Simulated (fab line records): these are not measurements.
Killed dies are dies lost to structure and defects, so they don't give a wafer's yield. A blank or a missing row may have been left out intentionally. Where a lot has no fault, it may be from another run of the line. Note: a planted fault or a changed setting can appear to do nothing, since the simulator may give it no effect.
What tool caused it? -- flow sfq line -- 14 lots with 42 wafers sampled at 2 steps, on a route of 325 steps

== WHAT EACH GAUGE READ, for each wafer ==
SFQ_M7_RS_MEAS_943: uses a four-point probe to measure.
lot,measured,on,M7_NB_RS (ohm/sq)
L298,day 65 13:13,film metro-01,0.899 0.893 0.910
L299,day 67 09:47,film metro-03,0.886 0.892 0.878
L302,day 73 04:50,film metro-03,0.907 0.898 0.887
L304,day 73 16:52,film metro-03,0.886 0.890 0.881
L306,day 73 21:40,film metro-03,0.901 0.904 0.909
L308,day 74 00:02,film metro-01,0.901 0.889 0.904
L309,day 74 04:54,film metro-03,0.885 0.885 0.897
L310,day 74 12:02,film metro-03,0.885 0.870 0.879
L311,day 74 13:35,film metro-01,0.898 0.892 0.888
L312,day 74 14:28,film metro-03,0.906 0.911 0.908
L313,day 74 15:51,film metro-03,0.758 0.872 0.869
L316,day 75 04:50,film metro-02,0.888 0.774 0.889
L317,day 75 06:38,film metro-03,0.914 0.897 0.913
L321,day 75 13:17,film metro-01,0.897 0.899 0.903

== WHAT TOOL EACH LOT RAN ON (gives the tool, then ch and the chambers of the sampled wafers, and finally the start) ==
lot,SFQ_TRILAYER_M7_DEP_SPUTTER_175
L298,"pvd sputter-05, day 65 13:06"
L299,"pvd sputter-03, day 67 09:42"
L302,"pvd sputter-04, day 73 04:45"
L304,"pvd sputter-04, day 73 16:45"
L306,"pvd sputter-05, day 73 21:33"
L308,"pvd sputter-04, day 73 23:57"
L309,"pvd sputter-04, day 74 04:45"
L310,"pvd sputter-04, day 74 11:57"
L311,"pvd sputter-03, day 74 13:26"
L312,"pvd sputter-05, day 74 14:21"
L313,"pvd sputter-04, day 74 15:43"
L316,"pvd sputter-04, day 75 04:45"
L317,"pvd sputter-05, day 75 06:33"
L321,"pvd sputter-05, day 75 13:09"
- SFQ_TRILAYER_M7_DEP_SPUTTER_175: material Nb, target thk 200 nm, time 133.3 s.

== AS READ BY THE TOOLS THEMSELVES (means over the sampled wafers that have a number; for cases with no such wafer, the mark the record gives instead) ==
SFQ_TRILAYER_M7_DEP_SPUTTER_175.
lot,tool,throttle valve pct (%)
L298,pvd sputter-05,29.2
L299,pvd sputter-03,29.9
L302,pvd sputter-04,30.5
L304,pvd sputter-04,30.8
L306,pvd sputter-05,29.2
L308,pvd sputter-04,30.6
L309,pvd sputter-04,30.7
L310,pvd sputter-04,30.1
L311,pvd sputter-03,29.6
L312,pvd sputter-05,29.1
L313,pvd sputter-04,31.4
L316,pvd sputter-04,30.9
L317,pvd sputter-05,28.9
L321,pvd sputter-05,29.3

== THE ANSWER, worked out from the rows above alone ==
Rule: the usual values come from the lots themselves. The widest of any qualifying gaps counts: lots, ordered by their means at a reading, are off when they make up no more than a third of the lots, leave a main group of 4 or more, and stand apart from it by 3 or more times the standard deviation of that group's means. The tables above print the reading to a certain number of digits; a main group whose means all agree to those digits is not used. A lot without any number at a reading at which 4 lots or more have one is off too. All remaining lots with rows at the step are treated as sound. The gauges are gone through in route order, then the tools' own readings, and for those a lot's mean is taken as printed above. At the first step where some lot is off, the reading lying furthest off is the one used; lots without a number count as furthest.
Off: at SFQ_M7_RS_MEAS_943 (M7_NB_RS), L313, L316. Main group: mean 0.896 ohm/sq, sd 0.0092.
A tool fits if, at a process step before that reading, it ran every lot that is off, and no sound lot after the first of them. Gauges at SFQ_M7_RS_MEAS_943: tried the same way as those tools. One fits: pvd sputter-04 at SFQ_TRILAYER_M7_DEP_SPUTTER_175. Its last sound lot is L310 (day 74 11:57), its first lot that is off L313 (day 74 15:43): a fault that began between those two fits.

== WHAT HAD BEEN PUT IN BY THE SIMULATOR ==
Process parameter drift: pvd sputter-04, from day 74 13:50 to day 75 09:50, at SFQ_TRILAYER_M7_DEP_SPUTTER_175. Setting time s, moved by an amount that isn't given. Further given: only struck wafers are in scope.
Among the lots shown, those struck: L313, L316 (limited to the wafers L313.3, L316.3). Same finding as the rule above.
